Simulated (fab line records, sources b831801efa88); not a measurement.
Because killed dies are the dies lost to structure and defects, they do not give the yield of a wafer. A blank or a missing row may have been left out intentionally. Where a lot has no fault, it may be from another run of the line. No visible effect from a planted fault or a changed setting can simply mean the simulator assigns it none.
Check for tools in common	flow gf180mcu	12 lots, 42 wafers sampled

== WHY THIS WAS OPENED ==
On 2 of the 12 lots, a flag is raised at GF_V4_CD_MEAS_14 on the reading cd nm. No-fault wafers: 259.5 nm, standard deviation 1.4.
Rule: flag the lot when none of its wafers has a number, or when each of its wafers that has one lies beyond 4 standard deviations from that mean. As for the other lots, they are considered sound.

lot	measured	on	cd nm (nm), wafer by wafer	flag
L432	day 24 14:22	cd sem-02	260.8 260.4 260.9	
L433	day 24 21:24	cd sem-02	258.3 258.5 260.0	
L434	day 25 09:19	cd sem-01	259.2 260.2 256.9	
L437	day 26 09:14	cd sem-01	258.4 258.9 258.2	
L438	day 26 15:30	cd sem-02	259.9 259.4 260.1	
L444	day 28 14:05	cd sem-02	250.0 248.4 249.3 250.1 248.6 249.2	FLAGGED
L445	day 28 22:23	cd sem-01	258.6 257.9 259.8	
L446	day 29 01:31	cd sem-02	261.2 260.2 261.3	
L447	day 29 14:25	cd sem-01	260.2 261.0 261.7	
L448	day 29 20:26	cd sem-01	246.4 244.9 246.9 246.3 245.2 246.6	FLAGGED
L449	day 30 03:57	cd sem-01	257.1 258.1 258.7	
L455	day 31 15:28	cd sem-01	259.9 261.2 261.0	
The mean of the flagged lots' numbers is 247.7 nm, -11.8 nm from the usual (-8 standard deviations).

== EACH LOT AND THE TOOL IT RAN ON ==
2 process steps preceding the reading are held in the record, out of 602 steps in the route. In each cell: the tool, then ch and the chambers that the sampled wafers went through, then the start.
lot	flag	GF_M4_SPUTTER_00	GF_V4_SOFTBAKE_10
L432		pvd sputter-03, day 22 15:33	litho track-01 ch 0, day 24 03:00
L433		pvd sputter-04, day 22 22:50	litho track-01 ch 0, day 24 10:00
L434		pvd sputter-02, day 23 11:04	litho track-04 ch 0, day 24 22:00
L437		pvd sputter-02, day 24 12:34	litho track-04 ch 0, day 25 22:00
L438		pvd sputter-04, day 24 18:23	litho track-03 ch 0, day 26 05:00
L444	FLAGGED	pvd sputter-03, day 26 20:01	litho track-04 ch 0, day 28 04:00
L445		pvd sputter-04, day 27 05:31	litho track-03 ch 0, day 28 12:00
L446		pvd sputter-02, day 27 08:24	litho track-01 ch 0, day 28 16:00
L447		pvd sputter-03, day 27 22:39	litho track-03 ch 0, day 29 04:00
L448	FLAGGED	pvd sputter-02, day 28 03:36	litho track-04 ch 0, day 29 10:00
L449		pvd sputter-02, day 28 11:01	litho track-03 ch 0, day 29 18:00
L455		pvd sputter-02, day 30 01:08	litho track-03 ch 0, day 31 06:00
What the steps here do:
- GF_M4_SPUTTER_00: material Ti, target thk 37.5 nm, time 150 s.
- GF_V4_SOFTBAKE_10: time 60 s.
- GF_V4_CD_MEAS_14: target cd 260 nm.

== FLAGGED OVER TOTAL, TOOL BY TOOL (the gauges that took the reading come last) ==
step	tool	lots run	flagged	share of the flagged lots	sound lots run after its first flagged lot
GF_M4_SPUTTER_00	pvd sputter-02	6	1	some	2 (L449,L455)
GF_M4_SPUTTER_00	pvd sputter-03	3	1	some	1 (L447)
GF_M4_SPUTTER_00	pvd sputter-04	3	0	none	-
GF_V4_SOFTBAKE_10	litho track-01	3	0	none	-
GF_V4_SOFTBAKE_10	litho track-03	5	0	none	-
GF_V4_SOFTBAKE_10	litho track-04	4	2	all	0
GF_V4_CD_MEAS_14	cd sem-01	7	1	some	2 (L449,L455)
GF_V4_CD_MEAS_14	cd sem-02	5	1	some	1 (L446)

== WHAT THE TABLE PERMITS ==
All flagged lots share 1 row of the table, namely litho track-04 at GF_V4_SOFTBAKE_10.
- litho track-04 at GF_V4_SOFTBAKE_10 ran 4 lots, 2 of them flagged. A fault beginning between L437 (day 25 22:00), its last sound lot, and L444 (day 28 04:00), its first flagged one, fits the data. Its own readings (heater power total W, plate temp C) fall more than 4 standard deviations out on all wafers of the flagged lots.
Left over: one tool, litho track-04 at GF_V4_SOFTBAKE_10.

== WHAT WAS PUT IN BY THE SIMULATOR ==
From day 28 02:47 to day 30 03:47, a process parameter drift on litho track-04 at GF_V4_SOFTBAKE_10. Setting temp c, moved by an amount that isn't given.
Struck lots among those shown: L444, L448. The rule given above showed the same thing.
